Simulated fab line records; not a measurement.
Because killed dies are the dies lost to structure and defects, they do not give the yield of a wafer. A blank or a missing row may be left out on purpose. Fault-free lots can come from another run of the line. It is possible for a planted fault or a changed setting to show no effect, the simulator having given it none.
Which of the tools did it? || flow sky130 || 13 lots, 39 wafers sampled, at 5 steps of a route of 708

## WHAT EACH GAUGE READ, for each wafer
SKY_SD_N_RS_MEAS_18: measurement is done with a four-point probe.
{"lot": "L659", "measured": "day 27 20:42", "on": "film_metro-03", "RES_XHIGH_RS (ohm/sq)": "334.8 334.7 334.3"}
{"lot": "L661", "measured": "day 28 16:46", "on": "film_metro-04", "RES_XHIGH_RS (ohm/sq)": "334.6 333.8 334.5"}
{"lot": "L667", "measured": "day 31 07:29", "on": "film_metro-04", "RES_XHIGH_RS (ohm/sq)": "333.7 335.1 334.4"}
{"lot": "L668", "measured": "day 31 14:14", "on": "film_metro-03", "RES_XHIGH_RS (ohm/sq)": "335.6 334.7 336.0"}
{"lot": "L670", "measured": "day 31 22:05", "on": "film_metro-04", "RES_XHIGH_RS (ohm/sq)": "332.7 332.6 332.7"}
{"lot": "L671", "measured": "day 32 00:55", "on": "film_metro-01", "RES_XHIGH_RS (ohm/sq)": "334.0 335.2 335.2"}
{"lot": "L672", "measured": "day 32 09:59", "on": "film_metro-01", "RES_XHIGH_RS (ohm/sq)": "331.9 333.0 332.3"}
{"lot": "L673", "measured": "day 32 18:23", "on": "film_metro-01", "RES_XHIGH_RS (ohm/sq)": "334.0 333.8 333.6"}
{"lot": "L674", "measured": "day 32 22:29", "on": "film_metro-01", "RES_XHIGH_RS (ohm/sq)": "334.3 332.9 332.5"}
{"lot": "L675", "measured": "day 33 05:25", "on": "film_metro-04", "RES_XHIGH_RS (ohm/sq)": "334.5 334.2 333.0"}
{"lot": "L678", "measured": "day 34 17:44", "on": "film_metro-04", "RES_XHIGH_RS (ohm/sq)": "334.7 334.4 333.8"}
{"lot": "L681", "measured": "day 35 00:03", "on": "film_metro-03", "RES_XHIGH_RS (ohm/sq)": "333.2 334.7 333.5"}
{"lot": "L682", "measured": "day 35 08:56", "on": "film_metro-01", "RES_XHIGH_RS (ohm/sq)": "334.8 333.6 333.8"}

SKY_LI_CONTACT_RS_MEAS_22: measurement is done with a four-point probe.
{"lot": "L659", "measured": "day 29 02:13", "on": "film_metro-01", "LI_CONTACT_W_RS (ohm/sq)": "0.2848 0.2853 0.2820"}
{"lot": "L661", "measured": "day 29 22:23", "on": "film_metro-01", "LI_CONTACT_W_RS (ohm/sq)": "0.2854 0.2858 0.2837"}
{"lot": "L667", "measured": "day 32 11:22", "on": "film_metro-04", "LI_CONTACT_W_RS (ohm/sq)": "0.2904 0.2895 0.2942"}
{"lot": "L668", "measured": "day 32 19:32", "on": "film_metro-01", "LI_CONTACT_W_RS (ohm/sq)": "0.2863 0.2825 0.2850"}
{"lot": "L670", "measured": "day 33 02:43", "on": "film_metro-01", "LI_CONTACT_W_RS (ohm/sq)": "25.465 25.320 25.505 25.488 25.337 25.435"}
{"lot": "L671", "measured": "day 33 05:04", "on": "film_metro-01", "LI_CONTACT_W_RS (ohm/sq)": "25.187 24.926 25.453 25.129 24.998 25.503"}
{"lot": "L672", "measured": "day 33 14:27", "on": "film_metro-03", "LI_CONTACT_W_RS (ohm/sq)": "0.2924 0.2906 0.2846"}
{"lot": "L673", "measured": "day 33 22:25", "on": "film_metro-01", "LI_CONTACT_W_RS (ohm/sq)": "0.2808 0.2880 0.2806"}
{"lot": "L674", "measured": "day 34 02:25", "on": "film_metro-01", "LI_CONTACT_W_RS (ohm/sq)": "0.2870 0.2836 0.2860"}
{"lot": "L675", "measured": "day 34 08:59", "on": "film_metro-01", "LI_CONTACT_W_RS (ohm/sq)": "0.2818 0.2854 0.2807"}
{"lot": "L678", "measured": "day 35 21:18", "on": "film_metro-03", "LI_CONTACT_W_RS (ohm/sq)": "0.2894 0.2940 0.2890"}
{"lot": "L681", "measured": "day 36 04:01", "on": "film_metro-03", "LI_CONTACT_W_RS (ohm/sq)": "0.2863 0.2888 0.2844"}
{"lot": "L682", "measured": "day 36 13:19", "on": "film_metro-01", "LI_CONTACT_W_RS (ohm/sq)": "0.2906 0.2867 0.2888"}

SKY_LOCAL_INTERCONNECT_CD_MEAS_11: target cd 170 nm.
{"lot": "L659", "measured": "day 30 06:22", "on": "cd_sem-01", "cd_nm (nm)": "167.2 168.1 169.0"}
{"lot": "L661", "measured": "day 31 02:58", "on": "cd_sem-02", "cd_nm (nm)": "167.0 168.1 168.0"}
{"lot": "L667", "measured": "day 33 14:58", "on": "cd_sem-02", "cd_nm (nm)": "168.0 169.7 170.3"}
{"lot": "L668", "measured": "day 33 23:02", "on": "cd_sem-01", "cd_nm (nm)": "168.9 169.2 170.3"}
{"lot": "L672", "measured": "day 34 17:41", "on": "cd_sem-02", "cd_nm (nm)": "169.9 169.2 171.0"}
{"lot": "L673", "measured": "day 35 01:42", "on": "cd_sem-01", "cd_nm (nm)": "172.8 173.6 172.6"}
{"lot": "L674", "measured": "day 35 05:36", "on": "cd_sem-01", "cd_nm (nm)": "168.8 167.6 167.9"}
{"lot": "L675", "measured": "day 35 11:38", "on": "cd_sem-01", "cd_nm (nm)": "168.1 167.6 168.1"}
{"lot": "L678", "measured": "day 37 00:43", "on": "cd_sem-02", "cd_nm (nm)": "169.7 170.5 170.3"}
{"lot": "L681", "measured": "day 37 07:14", "on": "cd_sem-02", "cd_nm (nm)": "167.7 167.6 168.2"}
{"lot": "L682", "measured": "day 37 15:13", "on": "cd_sem-02", "cd_nm (nm)": "170.1 169.8 170.4"}

## WHAT TOOL EACH LOT RAN ON (gives the tool, then ch and the chambers of the sampled wafers, and finally the start)
{"lot": "L659", "SKY_LI_CONTACT_ETCH_15": "rie_diel-03 ch 0,1,3, day 29 01:34", "SKY_LI_CONTACT_CVD_21": "cvd_w-01 ch 0,1, day 29 02:05"}
{"lot": "L661", "SKY_LI_CONTACT_ETCH_15": "rie_diel-03 ch 1,2,3, day 29 21:31", "SKY_LI_CONTACT_CVD_21": "cvd_w-01 ch 0,1, day 29 22:15"}
{"lot": "L667", "SKY_LI_CONTACT_ETCH_15": "rie_diel-01 ch 0,1, day 32 10:43", "SKY_LI_CONTACT_CVD_21": "cvd_w-02 ch 0,1, day 32 11:14"}
{"lot": "L668", "SKY_LI_CONTACT_ETCH_15": "rie_diel-02 ch 0,1, day 32 18:41", "SKY_LI_CONTACT_CVD_21": "cvd_w-01 ch 0,1, day 32 19:25"}
{"lot": "L670", "SKY_LI_CONTACT_ETCH_15": "rie_diel-03 ch 1,2, day 33 02:04", "SKY_LI_CONTACT_CVD_21": "cvd_w-02 ch 0,1, day 33 02:36"}
{"lot": "L671", "SKY_LI_CONTACT_ETCH_15": "rie_diel-03 ch 0,1,2, day 33 04:25", "SKY_LI_CONTACT_CVD_21": "cvd_w-02 ch 0,1, day 33 04:56"}
{"lot": "L672", "SKY_LI_CONTACT_ETCH_15": "rie_diel-02 ch 0,3, day 33 13:47", "SKY_LI_CONTACT_CVD_21": "cvd_w-02 ch 0,1, day 33 14:19"}
{"lot": "L673", "SKY_LI_CONTACT_ETCH_15": "rie_diel-02 ch 0,2,3, day 33 21:43", "SKY_LI_CONTACT_CVD_21": "cvd_w-01 ch 0,1, day 33 22:17"}
{"lot": "L674", "SKY_LI_CONTACT_ETCH_15": "rie_diel-03 ch 0,1, day 34 01:43", "SKY_LI_CONTACT_CVD_21": "cvd_w-02 ch 0,1, day 34 02:17"}
{"lot": "L675", "SKY_LI_CONTACT_ETCH_15": "rie_diel-03 ch 0,2,3, day 34 08:19", "SKY_LI_CONTACT_CVD_21": "cvd_w-02 ch 0,1, day 34 08:50"}
{"lot": "L678", "SKY_LI_CONTACT_ETCH_15": "rie_diel-02 ch 0,2, day 35 20:40", "SKY_LI_CONTACT_CVD_21": "cvd_w-02 ch 0,1, day 35 21:11"}
{"lot": "L681", "SKY_LI_CONTACT_ETCH_15": "rie_diel-01 ch 0,2, day 36 03:22", "SKY_LI_CONTACT_CVD_21": "cvd_w-02 ch 0,1, day 36 03:53"}
{"lot": "L682", "SKY_LI_CONTACT_ETCH_15": "rie_diel-03 ch 0,1, day 36 12:40", "SKY_LI_CONTACT_CVD_21": "cvd_w-02 ch 0,1, day 36 13:11"}
- SKY_LI_CONTACT_ETCH_15: etches PSG in C4F8/O2/Ar, stops on Si, target depth 600 nm.
- SKY_LI_CONTACT_CVD_21: deposits W, target thk 400 nm, time 120.56 s.

## AS READ BY THE TOOLS THEMSELVES (means over the sampled wafers that have a number; for cases with no such wafer, the mark the record gives instead)
SKY_LI_CONTACT_ETCH_15.
{"lot": "L659", "tool": "rie_diel-03", "oes_product_au (a.u.)": 0.836}
{"lot": "L661", "tool": "rie_diel-03", "oes_product_au (a.u.)": 0.837}
{"lot": "L667", "tool": "rie_diel-01", "oes_product_au (a.u.)": 0.831}
{"lot": "L668", "tool": "rie_diel-02", "oes_product_au (a.u.)": 0.836}
{"lot": "L670", "tool": "rie_diel-03", "oes_product_au (a.u.)": 0.837}
{"lot": "L671", "tool": "rie_diel-03", "oes_product_au (a.u.)": 0.835}
{"lot": "L672", "tool": "rie_diel-02", "oes_product_au (a.u.)": 0.842}
{"lot": "L673", "tool": "rie_diel-02", "oes_product_au (a.u.)": 0.838}
{"lot": "L674", "tool": "rie_diel-03", "oes_product_au (a.u.)": 0.840}
{"lot": "L675", "tool": "rie_diel-03", "oes_product_au (a.u.)": 0.838}
{"lot": "L678", "tool": "rie_diel-02", "oes_product_au (a.u.)": 0.832}
{"lot": "L681", "tool": "rie_diel-01", "oes_product_au (a.u.)": 0.835}
{"lot": "L682", "tool": "rie_diel-03", "oes_product_au (a.u.)": 0.838}

SKY_LI_CONTACT_CVD_21.
{"lot": "L659", "tool": "cvd_w-01", "chamber_pressure_Torr (Torr)": 40.06, "heater_power_outer_w (W)": 489, "heater_power_w (W)": 818}
{"lot": "L661", "tool": "cvd_w-01", "chamber_pressure_Torr (Torr)": 39.97, "heater_power_outer_w (W)": 496, "heater_power_w (W)": 822}
{"lot": "L667", "tool": "cvd_w-02", "chamber_pressure_Torr (Torr)": 39.93, "heater_power_outer_w (W)": 490, "heater_power_w (W)": 792}
{"lot": "L668", "tool": "cvd_w-01", "chamber_pressure_Torr (Torr)": 39.97, "heater_power_outer_w (W)": 498, "heater_power_w (W)": 823}
{"lot": "L670", "tool": "cvd_w-02", "chamber_pressure_Torr (Torr)": "-", "heater_power_outer_w (W)": "-", "heater_power_w (W)": "-"}
{"lot": "L671", "tool": "cvd_w-02", "chamber_pressure_Torr (Torr)": "-", "heater_power_outer_w (W)": "-", "heater_power_w (W)": "-"}
{"lot": "L672", "tool": "cvd_w-02", "chamber_pressure_Torr (Torr)": 40.00, "heater_power_outer_w (W)": 485, "heater_power_w (W)": 782}
{"lot": "L673", "tool": "cvd_w-01", "chamber_pressure_Torr (Torr)": 39.98, "heater_power_outer_w (W)": 495, "heater_power_w (W)": 817}
{"lot": "L674", "tool": "cvd_w-02", "chamber_pressure_Torr (Torr)": 39.99, "heater_power_outer_w (W)": 487, "heater_power_w (W)": 779}
{"lot": "L675", "tool": "cvd_w-02", "chamber_pressure_Torr (Torr)": 40.04, "heater_power_outer_w (W)": 492, "heater_power_w (W)": 803}
{"lot": "L678", "tool": "cvd_w-02", "chamber_pressure_Torr (Torr)": 40.00, "heater_power_outer_w (W)": 481, "heater_power_w (W)": 792}
{"lot": "L681", "tool": "cvd_w-02", "chamber_pressure_Torr (Torr)": 39.95, "heater_power_outer_w (W)": 481, "heater_power_w (W)": 784}
{"lot": "L682", "tool": "cvd_w-02", "chamber_pressure_Torr (Torr)": 40.07, "heater_power_outer_w (W)": 490, "heater_power_w (W)": 784}

## THE ANSWER, worked out from the rows above alone
Rule: usual is defined by the lots themselves. Put in order of their means at a reading, lots are off if they are a third of the lots or fewer, leave a main group of 4 or more, and stand apart from it by a gap of 3 or more times the standard deviation of the main group's means; of several such gaps the widest counts. If all means in a main group match to the digits the tables above print for the reading, that group is not used. A lot without any number at a reading at which 4 lots or more have one is off too. Any other lot the step has rows for is counted as sound. After the gauges, taken in route order, come the tools' own readings; for these a lot's mean is taken, as printed above. The first step at which some lot is off is used, and at that step the reading that is off furthest; a lot without a number counts as furthest.
Off: at SKY_LI_CONTACT_RS_MEAS_22 (LI_CONTACT_W_RS), L670, L671. The main group has a mean of 0.2865 ohm/sq with a standard deviation of 0.0029.
If a tool, at a process step before that reading, ran all the lots that are off and no sound lot after the first of them, it fits. Not tried: the gauges at SKY_LI_CONTACT_RS_MEAS_22; whatever is off there is also off at SKY_LI_CONTACT_CVD_21, on other tools, and gauge error can't account for it. Not one of the candidates tried fits.

## WHAT THE SIMULATOR PUT IN
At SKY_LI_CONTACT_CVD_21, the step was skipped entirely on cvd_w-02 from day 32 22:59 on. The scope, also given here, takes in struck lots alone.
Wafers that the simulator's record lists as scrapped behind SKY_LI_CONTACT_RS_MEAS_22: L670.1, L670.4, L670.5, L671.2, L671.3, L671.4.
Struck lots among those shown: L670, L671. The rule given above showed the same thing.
